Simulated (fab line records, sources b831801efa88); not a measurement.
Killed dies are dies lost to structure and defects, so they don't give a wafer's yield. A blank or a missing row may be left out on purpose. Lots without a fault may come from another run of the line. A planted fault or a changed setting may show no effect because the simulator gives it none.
fab line records | flow sky130
record lots=6 wafers=18 last_day=50
route steps=708 shown CONTACT@407
lots that met no fault: from a run of the same line without faults
start_h: hours from the record's first day to the start of the lot's first wafer shown | wait_h: hours since the lot's step before | " the same as in the row above | L1.1+2: a row that stands for several wafers | - no value, or no start given | * or withheld: withheld | < > ~ a bound
route shown NAME@n: a module of which the file shows steps, and the number in the route of the first | usual: mean/standard deviation of fault-free wafers | same: alike in all rows | chamber/n: place in a boat | sites: the reading at each site | _std_site: their standard deviation | _edge_site: outer sites' mean less inner sites' | radius_mm: how far each site lies from the wafer's centre | mask NAME#n: copy n | behind: the tool/chamber that last shaped the wafer | hold: why the lot was held/for how many hours/how that ended | device: the transistor (n, p or np) that didn't switch | end of line: the same wafers' tests at the end of the route | a step without rows: its recipe alone | killed: dies lost to structure and defects at the first sort, not the wafer's yield | map: a wafer's dies, x killed, . not, _ none there
set.NAME: the setting as run; set.NAME@STEP: as run at that earlier step | model.NAME: the simulator's own value behind a step, which no gauge read
lots at some steps of the route; a table a step, a row a wafer
services: from which hour (start_h, from the record's first day; less than 0 if before it) a tool's chamber was out of use, for how many hours, and why
## steps
# step SKY_CONTACT_THK_MEAS_01
# recipe reads=Si3N4_of_CONTACT_CVD_00
# usual CONTACT_CVD_00_THK=75.2/1
# columns lot.wafer tool chamber start_h wait_h CONTACT_CVD_00_THK[nm]
L432.1 film_metro-01 - 743.15 - 73.9
L432.2 " - " " 73.1
L432.4 " - " " 74.4
L434.2 film_metro-02 - 757.30 - 73.6
L434.3 " - " " 72.8
L434.5 " - " " 73.7
L439.1 film_metro-01 - 801.01 - 75.3
L439.2 " - " " 74.6
L439.3 " - " " 74.2
L440.1 film_metro-01 - 812.57 - 74.6
L440.3 " - " " 75.1
L440.5 " - " " 75.3
L451.4 film_metro-02 - 879.58 - 75.5
L451.5 " - " " 75.4
L451.6 " - " " 75.2
L452.1 film_metro-03 - 894.70 - 74.8
L452.2 " - " " 75.0
L452.6 " - " " 75.7
# step SKY_CONTACT_HDPCVD_02
# recipe material=SiO2 target_thk_nm=565 sigma_open_frac=0.3 time_s=94.2 temp_c=600 sih4_flow_sccm=60 pressure_mtorr=6
# step SKY_CONTACT_THK_MEAS_03
# recipe reads=SiO2_of_CONTACT_HDPCVD_02
# usual CONTACT_HDPCVD_THK=567/7.1
# columns lot.wafer tool chamber start_h wait_h CONTACT_HDPCVD_THK[nm]
L432.1 film_metro-01 - 743.28 0.0 564
L432.2 " - " " 571
L432.4 " - " " 564
L434.2 film_metro-03 - 757.43 0.0 560
L434.3 " - " " 574
L434.5 " - " " 559
L439.1 film_metro-03 - 801.14 0.0 560
L439.2 " - " " 557
L439.3 " - " " 577
L440.1 film_metro-02 - 812.70 0.0 571
L440.3 " - " " 567
L440.5 " - " " 566
L451.4 film_metro-03 - 879.71 0.0 563
L451.5 " - " " 567
L451.6 " - " " 567
L452.1 film_metro-01 - 894.83 0.0 577
L452.2 " - " " 570
L452.6 " - " " 574
# step SKY_CONTACT_CMP_04
# recipe material=SiO2 down_force_psi=4 platen_rpm=60 pad_velocity_m_s=0.94248
# usual motor_current_A=11.7/1.3 time_to_endpoint_s=83/4
# columns lot.wafer tool chamber start_h wait_h motor_current_A time_to_endpoint_s
L432.4 cmp-02 2 743.34 0.0 13.7 82
L432.1 " 3 " " 13.1 82
L432.2 " 0 " " 11.6 79
L434.2 cmp-02 1 757.48 0.0 11.7 84
L434.3 " 0 " " 11.3 89
L434.5 " 1 " " 12.9 81
L439.3 cmp-01 1 801.24 0.1 10.9 89
L439.2 " 2 " " 9.3 77
L439.1 " 3 " " 11.7 79
L440.3 cmp-01 2 812.86 0.1 9.4 78
L440.1 " 3 " " 12.0 82
L440.5 " 0 " " 12.8 84
L451.4 cmp-01 2 879.79 0.1 9.3 83
L451.5 " 1 " " 11.7 84
L451.6 " 2 " " 8.9 83
L452.1 cmp-02 0 895.12 0.3 11.9 84
L452.2 " 1 " " 13.1 82
L452.6 " 3 " " 12.8 86
# step SKY_CONTACT_BOW_MEAS_05
# recipe mode=bow
# usual CONTACT_BOW=82/7
# columns lot.wafer tool chamber start_h wait_h CONTACT_BOW[um]
L432.1 film_metro-03 - 743.64 0.2 80
L432.2 " - " " 73
L432.4 " - " " 81
L434.2 film_metro-03 - 757.80 0.3 76
L434.3 " - " " 81
L434.5 " - " " 81
L439.1 film_metro-03 - 801.54 0.1 72
L439.2 " - " " 81
L439.3 " - " " 71
L440.1 film_metro-03 - 813.06 0.1 78
L440.3 " - " " 69
L440.5 " - " " 77
L451.4 film_metro-02 - 880.10 0.3 84
L451.5 " - " " 74
L451.6 " - " " 74
L452.1 film_metro-02 - 895.37 0.2 78
L452.2 " - " " 77
L452.6 " - " " 89
# step SKY_CONTACT_DEHYDRATE_06
# recipe temp_c=200 time_s=60
# step SKY_CONTACT_HMDS_07
# recipe prime_time_s=60 prime_temp_c=120
# step SKY_CONTACT_COAT_08
# recipe resist=BARC temp_c=withheld time_s=withheld spin_rpm=3000 resist_thk_nm=60
# step SKY_CONTACT_COAT_09
# recipe resist=KrF-thick spin_rpm=3000 resist_thk_nm=450
# step SKY_CONTACT_SOFTBAKE_10
# recipe temp_c=100 time_s=90 resist=KrF-thick
# step SKY_CONTACT_EXPOSE_11
# recipe mask_id=CTM1 na=0.8 source_shape=annular sigma_inner=0.55 sigma_outer=0.85 target_cd_nm=170 dose_mj=38
# step SKY_CONTACT_PEB_12
# recipe peb_temp_c=withheld peb_time_s=withheld resist=KrF-thick
# step SKY_CONTACT_DEVELOP_13
# recipe develop_time_s=60 resist=KrF-thick dev_temp_c=21
# usual chill_plate_temp_C=23.00/0.097 develop_time_s=60/0 exhaust_pa=45.3/0.92
# columns lot.wafer tool chamber start_h wait_h chill_plate_temp_C develop_time_s exhaust_pa model.KrF-thick_of_CONTACT_COAT_09.thk_nm
L432.1 litho_track-04 0 769 - 23.13 60 45.2 436.3
L432.2 " 0 " " 22.95 60 43.6 435.4
L432.4 " 0 " " 23.09 60 46.1 435.5
L434.2 litho_track-04 0 783 - 22.99 60 45.3 435.1
L434.3 " 0 " " 23.15 60 46.7 434.1
L434.5 " 0 " " 23.18 60 46.2 433.2
L439.1 litho_track-03 - 825 - - - - 448.6
L439.2 " - " " - - - 447.8
L439.3 " - " " - - - 447.6
L440.1 litho_track-04 - 837 - - - - 448.2
L440.3 " - " " - - - 447.8
L440.5 " - " " - - - 447.8
L451.4 litho_track-03 0 904 - 22.98 60 44.6 432.9
L451.5 " 0 " " 22.88 60 45.7 432.3
L451.6 " 0 " " 23.05 60 45.5 433.2
L452.1 litho_track-04 0 920 - 22.78 60 45.6 436.2
L452.2 " 0 " " 22.79 60 46.4 435.6
L452.6 " 0 " " 23.06 60 46.2 435.1
# step SKY_CONTACT_CD_MEAS_14
# recipe target_cd_nm=170
# usual cd_nm=169.8/1.5
# columns lot.wafer tool chamber start_h wait_h cd_nm
L432.1 cd_sem-02 - 769.84 - 168.3
L432.2 " - " " 168.4
L432.4 " - " " 167.6
L434.2 cd_sem-01 - 783.71 - 170.8
L434.3 " - " " 171.1
L434.5 " - " " 171.7
L439.1 cd_sem-01 - 825.55 - -
L439.2 " - " " -
L439.3 " - " " -
L440.1 cd_sem-01 - 837.54 - -
L440.3 " - " " -
L440.5 " - " " -
L451.4 cd_sem-01 - 904.91 - 168.0
L451.5 " - " " 168.6
L451.6 " - " " 168.1
L452.1 cd_sem-02 - 920.39 - 166.3
L452.2 " - " " 167.6
L452.6 " - " " 166.7
## services
# columns tool chamber start_h hours kind
cmp-01 - 724.66 0.9 repair
cmp-02 - 734.47 0.9 repair
cmp-02 - 744.82 4.0 pm
cmp-02 - 748.82 - consumable_replace:conditioner
cmp-02 - 748.82 - consumable_replace:pad
cmp-02 - 753.88 0.4 repair
cmp-02 - 782.36 5.3 repair
cmp-02 - 786.43 16.0 repair
cmp-02 - 843.23 4.8 pm
cmp-01 - 867.23 0.3 repair
cmp-01 - 891.98 5.2 pm
cmp-01 - 912.18 4.0 pm
cmp-01 - 916.18 - consumable_replace:conditioner
cmp-01 - 916.18 - consumable_replace:pad
## key
first_sign step=SKY_CONTACT_DEVELOP_13 reading=tool_record direction=missing
effect none on later readings
model_effect step=SKY_CONTACT_DEVELOP_13 value=KrF-thick_of_CONTACT_COAT_09.thk_nm without=433.9 struck=448
met_at SKY_CONTACT_DEVELOP_13
struck_wafers L439.1,L439.2,L439.3,L440.1,L440.3,L440.5
later_rows_left_out L439.1,L439.2,L439.3,L440.1,L440.3,L440.5
sort_left_out L439.1,L439.2,L439.3,L440.1,L440.3,L440.5
tester_left_out L439,L440
onset_between 783 825
fault kind=skipped_step_whole tool=litho_track-03,litho_track-04 chamber=- onset_h=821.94 steps=SKY_CONTACT_DEVELOP_13 scope=struck_lots_only
# tester_left_out: of these lots the tester's yield and bins aren't shown, on N5 and GAA mostly nor the transistor test; their killed dies are dies lost to structure and defects alone, not to doping, threshold or leakage, so they don't give the yield
# sort_left_out: the simulated sort isn't trusted on such a fault, so these wafers' sort isn't shown, and their yield isn't known
# later_rows_left_out: the simulator's readings of these wafers behind a module that went badly wrong aren't trusted and aren't shown, but for the sort
